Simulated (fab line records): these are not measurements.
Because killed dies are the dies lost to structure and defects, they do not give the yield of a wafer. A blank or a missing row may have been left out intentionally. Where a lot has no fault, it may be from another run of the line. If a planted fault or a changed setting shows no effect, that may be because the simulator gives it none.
Matching of chambers | flow gf180mcu | GF_STI_CMP_25 on cmp-01: 4 sister chambers
The step polishes, stops on Si3N4, t overpolish 33 s, target thk 524.6 nm. 4 wafers are shown with their chamber, then 7 later ones without.

WAFERS PAIRED WITH THEIR CHAMBERS
wafer  | chamber | headPressurePsi (psi)
L356.6 | 2       | 4.015
L365.5 | 0       | 3.989
L370.1 | 1       | 4.002
L370.2 | 3       | 4.005

WAFERS WHOSE CHAMBER IS MISSING
wafer  | headPressurePsi (psi)
L370.3 | 4.014
L373.2 | 3.998
L373.4 | 4.000
L373.5 | 4.002
L376.1 | 3.997
L376.3 | 4.010
L376.5 | 3.994

CHAMBER TAKEN BY EACH
wafer  | from the rows above          | in truth
L370.3 | 2                            | 2
L373.2 | can't be placed: 1 or 3 or 0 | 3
L373.4 | can't be placed: 1 or 3      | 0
L373.5 | can't be placed: 1 or 3      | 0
L376.1 | can't be placed: 1 or 0 or 3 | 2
L376.3 | can't be placed: 2 or 3 or 1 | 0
L376.5 | can't be placed: 0 or 1 or 3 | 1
Placed correctly: 1 of 7. Cannot be placed on the basis of these rows: 6; the candidates contain the true chamber in 2. Placed wrongly: 0.
How it was worked out, from the rows above alone: a wafer's distance from a chamber is the root of the sum, over the readings, of the square of ((its reading less the chamber's mean) divided by the reading's scatter). The wafer belongs to the nearest chamber; if the next one is less than 2 further off, it can't be placed. A chamber's mean is the mean of its shown wafers. The scatter (one wafer shown for each chamber): square how far every hidden wafer sits from the nearest shown wafer, average those squares and take the square root.
